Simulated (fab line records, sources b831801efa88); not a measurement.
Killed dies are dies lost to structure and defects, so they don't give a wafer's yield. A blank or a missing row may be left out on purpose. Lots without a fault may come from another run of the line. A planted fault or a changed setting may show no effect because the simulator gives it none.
A struck lot beside a sound one | flow sky130 | 15 steps out of a route of 708
Sound: wafers L272.1, L272.3, L272.4. Struck: wafer L282.5. (L282.4, L282.6 of the same lot were not struck and are left out.) The cause comes at the end.
At each step with rows: each side's tool, then ch and its chambers, then its first start. Under that, the readings that differ: sound wafers | struck wafers | difference of the means | sigmas: that difference in standard deviations of wafers without a fault.
alike: readings whose means differ by less than 2 such deviations, and words and numbers that are the same on both sides. not compared: withheld readings, readings that some wafer has no value for, bounds like >300 that may hide the same value, and numbers for which the record gives no deviation and whose values overlap.
The two part at a step that has a row with sigmas, a row that says differs or no value, or rows on one side only. Numbers that don't overlap but have no deviation are shown without sigmas and don't part them. A reading that every wafer of one side lacks parts them only if that side has two wafers or more.

SKY_CONTACT_SPUTTER_23: material TiN, target thk 20 nm, time 80 s.
  sound on pvd_sputter-01, day 34 03:52; struck on pvd_sputter-03, day 36 22:28
  alike: throttle_valve_pct
SKY_CONTACT_CVD_24: deposits W, target thk 340 nm, time 102.12 s.
  sound on cvd_w-01 ch 0,1, day 34 03:56; struck on cvd_w-02 ch 1, day 36 22:34
  reading                      | sound             | struck | difference | sigmas
  chamber_pressure_Torr (Torr) | 39.92 39.93 40.05 | 40.17  | +0.20      | +3
  heater_power_w (W)           | 704 779 713       | 887    | +155       | +3
SKY_CONTACT_RS_MEAS_25: measures by four-point-probe.
  sound on film_metro-02, day 34 04:02; struck on film_metro-01, day 36 22:42
  reading               | sound             | struck | difference | sigmas
  CONTACT_W_RS (ohm/sq) | 0.341 0.342 0.342 | 0.352  | +0.010     | +3
SKY_CONTACT_THK_MEAS_26: measures by xrf.
  sound on film_metro-02, day 34 04:10; struck on film_metro-01, day 36 22:47
  reading            | sound       | struck | difference | sigmas
  CONTACT_W_THK (nm) | 329 327 329 | 313    | -15        | -3
then, 1 step without rows for these wafers: SKY_CONTACT_CMP_27 (polishes, stops on SiO2, t overpolish 15 s, target thk 0 nm).
SKY_METAL1_SPUTTER_00: material Ti, target thk 15 nm, time 10 s.
  sound on pvd_sputter-04, day 34 04:31; struck on pvd_sputter-02, day 36 23:15
  alike: throttle_valve_pct
then, 1 step without rows for these wafers: SKY_METAL1_SPUTTER_01 (material TiN, target thk 20 nm, time 16.7 s).
SKY_METAL1_SPUTTER_02: material AlCu, target thk 250 nm, time 13.3 s.
  sound on pvd_sputter-04, day 34 04:34; struck on pvd_sputter-02, day 36 23:17
  alike: throttle_valve_pct
SKY_METAL1_SPUTTER_03: material Ti, target thk 5 nm, time 3.3 s.
  sound on pvd_sputter-04, day 34 04:35; struck on pvd_sputter-02, day 36 23:19
  alike: throttle_valve_pct
then, 1 step without rows for these wafers: SKY_METAL1_SPUTTER_04 (material TiN, target thk 70 nm, time 58.3 s).
SKY_METAL1_RS_MEAS_05: measures by four-point-probe.
  sound on film_metro-02, day 34 04:40; struck on film_metro-04, day 36 23:27
  alike: METAL1_ALCU_RS
SKY_METAL1_THK_MEAS_06: measures by xrf.
  sound on film_metro-02, day 34 04:47; struck on film_metro-04, day 36 23:32
  alike: METAL1_ALCU_THK
SKY_METAL1_DEHYDRATE_07: time 60 s.
  sound on litho_track-04 ch 0, day 34 17:44; struck on litho_track-04 ch 0, day 37 11:39
  reading          | sound             | struck | difference | sigmas
  run_length_s (s) | 89.12 89.42 88.98 | 93.43  | +4.26      | +43
  alike: resist_line_temp_C
then, 1 step without rows for these wafers: SKY_METAL1_HMDS_08 (prime time 60 s).
-- the record jumps here: 12 days lie between the struck wafers' starts before and after (it left off in module METAL1 and takes up again in module PAD_OPEN, whose first step shown is number 708 of the route) --
SKY_PAD_OPEN_PROBE_99:
  sound on prober-01, day 47 17:04; struck on prober-02, day 49 18:44
  reading         | sound | struck | difference | sigmas
  killed_at_M4_up | 1 2 3 | 8      | +6         | +4
  alike: defect_limited_yield, killed_at_M0_to_M3, killed_at_contacts, killed_at_front_end, killed_at_other, killed_dies, killed_open, killed_short, sort_bin_3_pad_short, sort_bin_5_function, sort_bin_6_memory, sort_n_pass, sort_yield_pct

WHERE THEY PART
First at SKY_CONTACT_CVD_24; last, within this record, at SKY_PAD_OPEN_PROBE_99.

WHY: what the simulator had put in
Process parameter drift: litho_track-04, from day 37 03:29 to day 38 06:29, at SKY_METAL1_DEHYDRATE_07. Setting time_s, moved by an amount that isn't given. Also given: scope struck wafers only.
